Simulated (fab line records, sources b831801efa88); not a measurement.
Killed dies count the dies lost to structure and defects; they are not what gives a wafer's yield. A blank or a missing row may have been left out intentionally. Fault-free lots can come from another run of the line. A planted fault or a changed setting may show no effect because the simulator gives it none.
fab line records | flow sky130
[record] lots = 7 | wafers = 21 | last_day = 50
route steps=708 shown VT_ADJUST_NCORE@123 VT_ADJUST_HVTR@131
lots with no fault: from the same line, run without faults
start_h: hours from the record's opening day to when the first of the lot's shown wafers began | wait_h: hours since the lot's step before | " unchanged from the row above | L1.1+2: several wafers, shown together as one row | - no value present, or no start provided | * or withheld: withheld | < > ~ a bound
route shown NAME@n: names a module that has steps shown in the file, with the first one's number in the route | usual: mean and standard deviation over wafers with no fault | same: alike in all rows | chamber/n: place in a boat | sites: each site's reading | _std_site: standard deviation across them | _edge_site: outer sites' mean less inner sites' | radius_mm: how far each site lies from the wafer's centre | mask NAME#n: copy n | behind: tool/chamber where the wafer was last shaped | hold: the reason the lot was held/the length of the hold in hours/how it ended | device: which transistor (n, p or np) failed to switch | end of line: tests of these same wafers at the route's end | for a step that has no rows: nothing shown but its recipe | killed: the dies lost at the first sort to structure and to defects; this is not the yield of the wafer | map: shows each die of a wafer: x if killed, . if not, _ if none is there
set.NAME: the run value of the setting; set.NAME@STEP: its run value at that earlier step | model.NAME: the simulator's own value behind a step, which no gauge read
lots at some steps of the route; a table a step, a row a wafer
services: from which hour (start_h, from the record's first day; less than 0 if before it) a tool's chamber was out of use, for how many hours, and why
[[steps]]
[step SKY_VT_ADJUST_NCORE_EXPOSE_04]
[recipe] mask_id = LVTN_COMPLEMENT_THIN | na = 0.6 | source_shape = conventional | sigma_outer = 0.6 | polarization = unpolarized | target_cd_nm = 380 | dose_mj = 139
[step SKY_VT_ADJUST_NCORE_PEB_05]
[recipe] temp_c = withheld | time_s = * | resist = NOVOLAK
[step SKY_VT_ADJUST_NCORE_DEVELOP_06]
[recipe] resist = NOVOLAK | developer = TMAH | develop_time_s = 60 | dev_temp_c = 23
[step SKY_VT_ADJUST_NCORE_CD_MEAS_07]
[recipe] target_cd_nm = 380
[usual] cd_nm = 380.7/2.3
lot.wafer | tool      | chamber | start_h | wait_h | cd_nm
L267.1    | cd_sem-01 | -       | 207.87  | 0.1    | 380.2
L267.5    | "         | -       | "       | "      | 379.9
L267.6    | "         | -       | "       | "      | 380.3
L268.1    | cd_sem-01 | -       | 224.71  | 0.1    | 380.3
L268.3    | "         | -       | "       | "      | 383.2
L268.6    | "         | -       | "       | "      | 381.6
L280.2    | cd_sem-01 | -       | 301.10  | 0.1    | 382.1
L280.5    | "         | -       | "       | "      | 383.2
L280.6    | "         | -       | "       | "      | 380.4
L282.1    | cd_sem-01 | -       | 318.17  | 0.1    | 379.5
L282.2    | "         | -       | "       | "      | 379.1
L282.6    | "         | -       | "       | "      | 381.7
L281.2    | cd_sem-02 | -       | 319.78  | 0.1    | 382.6
L281.5    | "         | -       | "       | "      | 383.3
L281.6    | "         | -       | "       | "      | 384.6
L284.3    | cd_sem-02 | -       | 327.11  | 0.1    | 380.6
L284.5    | "         | -       | "       | "      | 378.6
L284.6    | "         | -       | "       | "      | 380.5
L285.4    | cd_sem-01 | -       | 335.59  | 0.1    | 385.0
L285.5    | "         | -       | "       | "      | 381.8
L285.6    | "         | -       | "       | "      | 380.5
[step SKY_VT_ADJUST_NCORE_OVL_MEAS_08]
[usual] VT_ADJUST_NCORE_OVL = 0.8/1.5
lot.wafer | tool       | chamber | start_h | wait_h | VT_ADJUST_NCORE_OVL[nm]
L267.1    | overlay-02 | -       | 207.99  | 0.1    | 0.9
L267.5    | "          | -       | "       | "      | -0.3
L267.6    | "          | -       | "       | "      | 0.8
L268.1    | overlay-02 | -       | 224.83  | 0.1    | 0.5
L268.3    | "          | -       | "       | "      | 0.5
L268.6    | "          | -       | "       | "      | 0.2
L280.2    | overlay-01 | -       | 301.20  | 0.1    | -0.3
L280.5    | "          | -       | "       | "      | -1.1
L280.6    | "          | -       | "       | "      | 0.1
L282.1    | overlay-01 | -       | 318.29  | 0.1    | -0.3
L282.2    | "          | -       | "       | "      | -1.0
L282.6    | "          | -       | "       | "      | -0.1
L281.2    | overlay-01 | -       | 319.89  | 0.1    | 1.0
L281.5    | "          | -       | "       | "      | 1.1
L281.6    | "          | -       | "       | "      | -0.9
L284.3    | overlay-01 | -       | 327.20  | 0.1    | 0.9
L284.5    | "          | -       | "       | "      | 1.6
L284.6    | "          | -       | "       | "      | 2.9
L285.4    | overlay-02 | -       | 335.66  | 0.1    | -0.3
L285.5    | "          | -       | "       | "      | -0.6
L285.6    | "          | -       | "       | "      | 1.4
[step SKY_VT_ADJUST_NCORE_IMPLANT_09]
[recipe] species = B | energy_kev = 10 | dose_cm2 = 2.4e+12 | tilt_deg = withheld
[step SKY_VT_ADJUST_NCORE_STRIP_10]
[recipe] chemistry = O2/N2 | power_w = 1400 | pressure_mtorr = 1500 | platen_temp_c = withheld | o2_flow_sccm = 3000 | n2_flow_sccm = 300 | overash_fraction = 0.5
[usual] drypump_motor_current_A = 5.95/0.29 | n2_flow_sccm = 299.8/0.84 | oes_product_au = 0.716/0.0047 | strip_time_to_endpoint_s = 14.19/0.045
[same] overash_fraction = 0.5
lot.wafer | tool            | chamber | start_h | wait_h | drypump_motor_current_A | n2_flow_sccm | oes_product_au | rf_hours_counter_h | strip_time_to_endpoint_s
L267.1    | plasma_asher-01 | 0       | 208.17  | 0.1    | 6.15                    | 300.4        | 0.719          | 40                 | 14.20
L267.5    | "               | 1       | "       | "      | 6.07                    | 300.2        | 0.709          | -                  | 14.17
L267.6    | "               | 0       | "       | "      | 6.14                    | 301.1        | 0.712          | -                  | 14.22
L268.1    | plasma_asher-03 | 0       | 225.02  | 0.1    | 6.45                    | 299.9        | 0.719          | 10                 | 14.19
L268.3    | "               | 0       | "       | "      | 6.45                    | 299.7        | 0.709          | -                  | 14.13
L268.6    | "               | 0       | "       | "      | 6.46                    | 299.4        | 0.718          | -                  | 14.21
L280.2    | plasma_asher-01 | 0       | 301.38  | 0.1    | 6.15                    | 298.2        | 0.715          | 49                 | 14.15
L280.5    | "               | 1       | "       | "      | 6.12                    | 301.5        | 0.715          | -                  | 14.17
L280.6    | "               | 0       | "       | "      | 6.15                    | 300.3        | 0.707          | -                  | 14.14
L282.1    | plasma_asher-03 | 1       | 318.47  | 0.1    | 5.83                    | 299.7        | 0.709          | 19                 | 14.17
L282.2    | "               | 0       | "       | "      | 6.44                    | 300.8        | 0.713          | 19                 | 14.16
L282.6    | "               | 1       | "       | "      | 5.79                    | 299.0        | 0.715          | -                  | 14.15
L281.2    | plasma_asher-02 | 0       | 320.07  | 0.1    | 5.94                    | 299.8        | 0.718          | 63                 | 14.25
L281.5    | "               | 1       | "       | "      | 5.57                    | 298.7        | 0.710          | -                  | 14.23
L281.6    | "               | 0       | "       | "      | 5.94                    | 299.1        | 0.709          | -                  | 14.25
L284.3    | plasma_asher-02 | 1       | 327.41  | 0.1    | 5.51                    | 298.9        | 0.718          | -                  | 14.27
L284.5    | "               | 0       | "       | "      | 5.91                    | 300.8        | 0.721          | -                  | 14.21
L284.6    | "               | 1       | "       | "      | 5.54                    | 298.7        | 0.717          | -                  | 14.20
L285.4    | plasma_asher-01 | 0       | 335.87  | 0.1    | 6.14                    | 299.2        | 0.718          | -                  | 14.24
L285.5    | "               | 0       | "       | "      | 6.16                    | 300.5        | 0.714          | -                  | 14.22
L285.6    | "               | 1       | "       | "      | 6.11                    | 300.6        | 0.708          | -                  | 14.27
[step SKY_VT_ADJUST_NCORE_TW_MEAS_11]
[usual] VT_ADJUST_NCORE_TW = 216.4/1.4
lot.wafer | tool          | chamber | start_h | wait_h | VT_ADJUST_NCORE_TW
L267.1    | film_metro-01 | -       | 208.27  | 0.1    | 217.6
L267.5    | "             | -       | "       | "      | 218.2
L267.6    | "             | -       | "       | "      | 216.8
L268.1    | film_metro-04 | -       | 225.12  | 0.1    | 212.3
L268.3    | "             | -       | "       | "      | 214.1
L268.6    | "             | -       | "       | "      | 213.9
L280.2    | film_metro-01 | -       | 301.49  | 0.1    | 216.7
L280.5    | "             | -       | "       | "      | 216.5
L280.6    | "             | -       | "       | "      | 215.2
L282.1    | film_metro-03 | -       | 318.57  | 0.1    | 216.5
L282.2    | "             | -       | "       | "      | 216.7
L282.6    | "             | -       | "       | "      | 217.7
L281.2    | film_metro-03 | -       | 320.18  | 0.1    | 216.3
L281.5    | "             | -       | "       | "      | 217.6
L281.6    | "             | -       | "       | "      | 217.2
L284.3    | film_metro-04 | -       | 327.49  | 0.1    | 215.0
L284.5    | "             | -       | "       | "      | 215.4
L284.6    | "             | -       | "       | "      | 214.6
L285.4    | film_metro-03 | -       | 335.96  | 0.1    | 216.4
L285.5    | "             | -       | "       | "      | 217.8
L285.6    | "             | -       | "       | "      | 216.9
[step SKY_VT_ADJUST_HVTR_DEHYDRATE_00]
[recipe] temp_c = 200 | time_s = 60
[step SKY_VT_ADJUST_HVTR_HMDS_01]
[recipe] prime_time_s = 60 | prime_temp_c = 120
[step SKY_VT_ADJUST_HVTR_COAT_02]
[recipe] resist = NOVOLAK | spin_rpm = 3000 | resist_thk_nm = 1140
[step SKY_VT_ADJUST_HVTR_SOFTBAKE_03]
[recipe] temp_c = 90 | time_s = 60 | resist = NOVOLAK
[step SKY_VT_ADJUST_HVTR_EXPOSE_04]
[recipe] mask_id = HVTRM | target_cd_nm = 380 | na = 0.6 | source_shape = conventional | sigma_outer = 0.6 | dose_mj = 150
[usual] exposure_dose_mJ_cm2 = 152.02/0.15 | focus_offset_nm = -0.1/0.52
lot.wafer | tool             | chamber | start_h | wait_h | mask    | exposure_dose_mJ_cm2 | focus_offset_nm
L267.1    | iline_stepper-01 | 0       | 218.72  | -      | HVTRM#0 | 152.15               | 0.0
L267.5    | "                | 0       | "       | "      | HVTRM#0 | 152.16               | 0.7
L267.6    | "                | 0       | "       | "      | HVTRM#0 | 151.95               | 0.2
L268.1    | iline_stepper-01 | 0       | 237.08  | -      | HVTRM#0 | 152.06               | 0.3
L268.3    | "                | 0       | "       | "      | HVTRM#0 | 152.11               | 0.8
L268.6    | "                | 0       | "       | "      | HVTRM#0 | 152.28               | 0.6
L280.2    | iline_stepper-02 | -       | 314.56  | -      | HVTRM#0 | -                    | -
L280.5    | "                | -       | "       | "      | HVTRM#0 | -                    | -
L280.6    | "                | -       | "       | "      | HVTRM#0 | -                    | -
L282.1    | iline_stepper-02 | -       | 330.93  | -      | HVTRM#0 | -                    | -
L282.2    | "                | -       | "       | "      | HVTRM#0 | -                    | -
L282.6    | "                | -       | "       | "      | HVTRM#0 | -                    | -
L281.2    | iline_stepper-01 | -       | 333.05  | -      | HVTRM#0 | -                    | -
L281.5    | "                | -       | "       | "      | HVTRM#0 | -                    | -
L281.6    | "                | -       | "       | "      | HVTRM#0 | -                    | -
L284.3    | iline_stepper-02 | 0       | 341.34  | -      | HVTRM#0 | 151.58               | -0.9
L284.5    | "                | 0       | "       | "      | HVTRM#0 | 151.84               | -0.5
L284.6    | "                | 0       | "       | "      | HVTRM#0 | 152.02               | -1.2
L285.4    | iline_stepper-01 | 0       | 349.75  | -      | HVTRM#0 | 152.00               | -0.3
L285.5    | "                | 0       | "       | "      | HVTRM#0 | 151.84               | -0.3
L285.6    | "                | 0       | "       | "      | HVTRM#0 | 151.91               | 0.3
[step SKY_VT_ADJUST_HVTR_PEB_05]
[recipe] temp_c = withheld | time_s = * | resist = NOVOLAK
[[services]]
tool             | chamber | start_h | hours | kind
iline_stepper-02 | 0       | 222.26  | -     | calibration
iline_stepper-02 | -       | 236.36  | 1.7   | pm
iline_stepper-01 | 0       | 245.03  | -     | calibration
plasma_asher-01  | -       | 245.28  | 2.8   | pm
iline_stepper-02 | -       | 281.25  | 2.1   | pm
iline_stepper-02 | -       | 283.33  | -     | consumable_replace:lamp
plasma_asher-02  | -       | 289.18  | 0.8   | repair
plasma_asher-01  | -       | 318.18  | 0.5   | repair
iline_stepper-01 | -       | 327.30  | 1.7   | pm
iline_stepper-01 | -       | 335.80  | 3.2   | repair
plasma_asher-02  | -       | 347.63  | 2.8   | pm
[[key]]
[first_sign] step = SKY_VT_ADJUST_HVTR_EXPOSE_04 | reading = tool_record | direction = missing
effect none on later readings
met_at SKY_VT_ADJUST_HVTR_EXPOSE_04
struck_wafers L280.2,L280.5,L280.6,L281.2,L281.5,L281.6,L282.1,L282.2,L282.6
sort_left_out L280.2,L280.5,L280.6,L281.2,L281.5,L281.6,L282.1,L282.2,L282.6
tester_left_out L280,L281,L282
onset_between 237.08 314.56
[fault] kind = skipped_step_whole | tool = iline_stepper-01,iline_stepper-02 | chamber = - | onset_h = 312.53 | steps = SKY_VT_ADJUST_HVTR_EXPOSE_04 | scope = struck_lots_only
// tester_left_out: of these lots the tester's yield and bins aren't shown, on N5 and GAA mostly nor the transistor test; their killed dies are dies lost to structure and defects alone, not to doping, threshold or leakage, so they don't give the yield
// sort_left_out: the simulated sort isn't trusted on such a fault, so these wafers' sort isn't shown, and their yield isn't known
